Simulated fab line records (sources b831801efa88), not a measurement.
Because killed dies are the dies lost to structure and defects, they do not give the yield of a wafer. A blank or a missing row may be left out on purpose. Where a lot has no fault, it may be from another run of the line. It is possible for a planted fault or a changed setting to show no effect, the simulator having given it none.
Which tool did it? || flow gf180mcu || at 1 step of a route of 602, 6 lots with 18 wafers sampled

WHAT EACH GAUGE READ, for each wafer
GF_V4_RS_MEAS_24: measures by four-point-probe.
{"lot": "L143", "measured": "day 24 22:40", "on": "filmMetro-03", "V4_W_RS (ohm/sq)": "0.325 0.323 0.317"}
{"lot": "L146", "measured": "day 25 21:58", "on": "filmMetro-03", "V4_W_RS (ohm/sq)": "0.323 0.325 0.333"}
{"lot": "L149", "measured": "day 27 07:21", "on": "filmMetro-01", "V4_W_RS (ohm/sq)": "0.329 0.331 0.329"}
{"lot": "L156", "measured": "day 29 13:07", "on": "filmMetro-03", "V4_W_RS (ohm/sq)": "0.320 0.330 0.319"}
{"lot": "L158", "measured": "day 30 01:21", "on": "filmMetro-04", "V4_W_RS (ohm/sq)": "0.315 0.327 0.331"}
{"lot": "L163", "measured": "day 31 01:34", "on": "filmMetro-04", "V4_W_RS (ohm/sq)": "0.331 0.328 0.331"}

TOOL THAT RAN EACH LOT (tool first, then ch and the chambers of the sampled wafers, then the start)
Record: no process step prior to these readings.

THE ANSWER, worked out from the rows above alone
Rule: what is usual is taken from the lots themselves. Put in order of their means at a reading, lots are off if they are a third of the lots or fewer, leave a main group of 4 or more, and stand apart from it by a gap of 3 or more times the standard deviation of the main group's means; of several such gaps the widest counts. If all means in a main group match to the digits the tables above print for the reading, that group is not used. Also off: a lot with no number at a reading for which 4 or more lots have one. All remaining lots with rows at the step are treated as sound.
None of the lots is off at any reading shown; this tells nothing.

WHAT HAD BEEN PUT IN BY THE SIMULATOR
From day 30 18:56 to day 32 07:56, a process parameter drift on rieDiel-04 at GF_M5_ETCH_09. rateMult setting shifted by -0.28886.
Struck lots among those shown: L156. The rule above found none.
